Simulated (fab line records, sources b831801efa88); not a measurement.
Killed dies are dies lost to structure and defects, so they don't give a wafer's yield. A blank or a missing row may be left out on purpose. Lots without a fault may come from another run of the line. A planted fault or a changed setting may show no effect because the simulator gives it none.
One fault seen from 2 desks | flow gf180mcu | each desk has only its own numbers; what lay behind them comes last

THE TOOL OWNER'S DESK: pecvd-01
The tool's own readings at GF_SAB_CVD_00 (deposits SiO2 from TEOS, target thk 50 nm, time 4.9302 s): means of the sampled wafers that have a number, for each lot that ran on this tool. A lot is out of limits, marked OUT, if its mean lies more than 4 standard deviations from the usual mean; the brackets give that distance.
Columns: A = heater_power_w at GF_SAB_CVD_00, usual 685 W
lot  | first seen here | A
L563 | day 15 00:31    | 711
L564 | day 15 11:55    | 675
L571 | day 17 21:24    | 782
L573 | day 18 12:18    | 708
This desk's finding: nothing out of limits on any of the 4 lots.

THE METROLOGY DESK
What the gauges read, lot by lot, whatever tool the lot ran on: means of the sampled wafers that have a number. A lot is out of limits, marked OUT, if its mean lies more than 4 standard deviations from the usual mean; the brackets give that distance.
Columns: A = cd_nm at GF_HV_LDD_CD_MEAS_31, usual 400.0 nm; B = SAB_CVD_00_THK at GF_SAB_THK_MEAS_01, usual 49.8 nm; C = cd_nm at GF_SAB_CD_MEAS_09, usual 420.3 nm
lot  | first seen here | A     | B    | C
L561 | day 11 14:31    | 403.3 | 49.5 | 421.2
L562 | day 12 00:46    | 398.8 | 50.1 | 417.5
L563 | day 12 06:14    | 401.8 | 49.6 | 423.2
L564 | day 12 16:12    | 395.1 | 49.3 | 422.7
L571 | day 14 21:35    | 397.8 | 47.9 | 421.1
L573 | day 15 08:50    | 400.5 | 47.9 | 420.9
L575 | day 16 04:23    | 400.5 | 49.5 | 417.9
L576 | day 16 12:59    | 397.2 | 50.0 | 423.3
L577 | day 16 20:14    | 401.6 | 49.2 | 420.9
L578 | day 17 03:54    | 402.1 | 50.4 | 417.4
L579 | day 17 21:13    | 399.7 | 49.4 | 423.0
L581 | day 18 06:04    | 403.8 | 50.5 | 420.0
L583 | day 18 20:22    | 402.4 | 50.1 | 421.1
L584 | day 19 06:38    | 396.5 | 49.8 | 420.6
This desk's finding: nothing out of limits on any of the 14 lots.

PUT TOGETHER
The tool owner's desk saw nothing out of limits.
The metrology desk saw nothing out of limits.

WHAT THE SIMULATOR HAD PUT IN
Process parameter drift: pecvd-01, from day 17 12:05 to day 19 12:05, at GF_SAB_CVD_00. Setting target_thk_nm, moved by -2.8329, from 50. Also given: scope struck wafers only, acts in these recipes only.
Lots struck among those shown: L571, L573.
